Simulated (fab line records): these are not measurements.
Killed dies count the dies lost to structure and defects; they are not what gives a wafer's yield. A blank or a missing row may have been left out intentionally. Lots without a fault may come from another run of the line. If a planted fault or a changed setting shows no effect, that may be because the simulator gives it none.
Code-filled problem report in 8D (eight disciplines) form | flow sky130 | the parts of the form that need people (team, actions taken, sign-off) are left out

1. WHAT WENT WRONG
On 3 wafers of 1 lot, sort_bin_3_pad_short at SKY_PAD_OPEN_PROBE_99 has a mean of 4.4 %; fault-free wafers read 0.9 %, standard deviation 0.39. That is +8.9 standard deviations from the usual mean.
First seen on wafer L354.1, day 47 17:25, on prober-01. At this step, 15 wafers from 6 lots have a number in the record. Rule for "out", or "out of limits": more than 4 standard deviations from the usual mean. All remaining wafers that have a number are taken as sound.

2. WHAT IT IS, WHAT IT ISN'T
question                    | is                                                                                                                     | is not
which readings at this step | sort_bin_3_pad_short, defectLimitedYield, killed_at_M0_to_M3, killedDies, sort_bin_5_function, sortNPass, sortYieldPct | killed_at_M4_up, killedAtContacts, killedAtFrontEnd, killedAtOther, killedOpen, sort_bin_6_memory
which lots                  | L354                                                                                                                   | L346, L361, L365, L366, L368
which wafers of those lots  | all that have a number                                                                                                 | -
read on which tools         | prober-01                                                                                                              | prober-02
when                        | from day 47 17:25                                                                                                      | up to then (3 sound wafers); but 9 sound wafers of L361, L365, L366, L368 came after

3. WHAT RULES OUT EACH SUSPECT
Counting: a tool stays on the suspect list if, at a process step up to the reading, it processed all lots that are out and no sound lot following the first of them.
- wetBench-02 at SKY_VIA1_STRIP_17 (strips in post etch residue remover, time 1200 s): ruled out as a lasting fault. The sound lots L368 went through it after L354, its earliest lot that is out (day 36 12:35).
- rieMetal-03 at SKY_METAL4_DESCUM_15 (chemistry O2, time 8 s): kept. It ran the lot that is out, L354 (day 43 22:56), and no sound lot after that.
- rieDiel-02 at SKY_PAD_OPEN_ETCH_07 (etches the open film in CF4/O2, stops on AlCu, target depth 725 nm, time 161.1 s): ruled out as a lasting fault. The sound lots L361 went through it after L354, its earliest lot that is out (day 47 15:05).
- prober-01 at SKY_PAD_OPEN_PROBE_99: ruled out as a lasting fault. The sound lots L366, L368 went through it after L354, its earliest lot that is out (day 47 17:25).
Remaining after the count: rieMetal-03 at SKY_METAL4_DESCUM_15.

4. THE CAUSE (what the simulator had put in)
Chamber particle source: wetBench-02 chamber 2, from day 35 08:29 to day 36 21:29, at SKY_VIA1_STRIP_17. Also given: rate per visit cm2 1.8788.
The count ruled it out by mistake, since the rule takes a fault to strike every lot its tool runs from the start of the fault on, and this one did not do so.

5. THE CHAIN OF EFFECTS, in route order
Each row: a reading whose mean over the struck wafers that have a number lies more than 3 standard deviations from the usual. Only readings whose record carries a usual standard deviation are examined. hours: median over the lots of the time between each lot's start at the first step of this table that gives one and its start at this step. sigmas: the change, counted in usual standard deviations.
hours | step                  | reading              | usual  | on struck wafers | change | sigmas
0     | SKY_PAD_OPEN_PROBE_99 | defectLimitedYield   | 82.4 % | 71.3             | -11.1  | -5.3
0     | SKY_PAD_OPEN_PROBE_99 | killed_at_M0_to_M3   | 43     | 105              | +62    | +8.4
0     | SKY_PAD_OPEN_PROBE_99 | killedDies           | 86     | 141              | +55    | +5.5
0     | SKY_PAD_OPEN_PROBE_99 | sort_bin_3_pad_short | 0.9 %  | 4.4              | +3.5   | +8.9
0     | SKY_PAD_OPEN_PROBE_99 | sort_bin_5_function  | 10.3 % | 18.0             | +7.7   | +4.8
0     | SKY_PAD_OPEN_PROBE_99 | sortNPass            | 406    | 351              | -55    | -5.5
0     | SKY_PAD_OPEN_PROBE_99 | sortYieldPct         | 82.4 % | 71.3             | -11.1  | -5.3
Here are the process steps it includes:
- SKY_PAD_OPEN_PROBE_99

6. HOW IT WOULD HAVE BEEN CAUGHT EARLIER
First out-of-limits reading in this record: day 47 17:25, which is 297 hours after fault onset at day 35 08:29.
